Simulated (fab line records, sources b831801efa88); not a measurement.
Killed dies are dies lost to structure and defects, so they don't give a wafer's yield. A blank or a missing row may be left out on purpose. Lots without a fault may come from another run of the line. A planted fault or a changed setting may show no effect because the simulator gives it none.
Chamber matching | flow sky130 | SKY_SPACER_ETCHBACK_02 on rie_diel-01: 4 sister chambers
The step etches Si3N4 in CH3F/O2, stops on SiO2, time 46.7 s, target depth 45 nm. 7 wafers are shown with their chamber, then 7 later ones without.

WAFERS WITH THEIR CHAMBER
wafer  | chamber | drypump_motor_current_A (A) | throttle_valve_pct (%)
L961.1 | 1       | 6.2                         | 10.564
L963.4 | 2       | 5.3                         | 10.576
L964.4 | 2       | 5.3                         | 10.563
L973.1 | 0       | 5.6                         | 10.572
L973.5 | 3       | 5.4                         | 10.563
L974.2 | 0       | 5.5                         | 10.555
L974.3 | 3       | 5.4                         | 10.566

WAFERS WITHOUT THEIR CHAMBER
wafer  | drypump_motor_current_A (A) | throttle_valve_pct (%)
L974.4 | 5.3                         | 10.548
L975.1 | 5.5                         | 10.559
L975.5 | 5.5                         | 10.578
L975.6 | 5.4                         | 10.565
L977.4 | 5.3                         | 10.543
L977.5 | 5.5                         | 10.552
L977.6 | 5.4                         | 10.569

WHICH CHAMBER EACH WENT THROUGH
wafer  | from the rows above     | in truth
L974.4 | can't be placed: 2 or 3 | 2
L975.1 | can't be placed: 0 or 3 | 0
L975.5 | can't be placed: 0 or 3 | 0
L975.6 | 3                       | 3
L977.4 | can't be placed: 2 or 3 | 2
L977.5 | can't be placed: 0 or 3 | 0
L977.6 | can't be placed: 3 or 2 | 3
Placed correctly: 1 of 7. Can't be placed from these rows: 6 (the true chamber is among the candidates in 6). Placed wrongly: 0.
How it was worked out, from the rows above alone: a wafer's distance from a chamber is the root of the sum, over the readings, of the square of ((its reading less the chamber's mean) divided by the reading's scatter). The wafer belongs to the nearest chamber; if the next one is less than 2 further off, it can't be placed. A chamber's mean is the mean of its shown wafers. The scatter: the root of (the sum of the squares of (reading less its chamber's mean) over the shown wafers, divided by (wafers less chambers)).
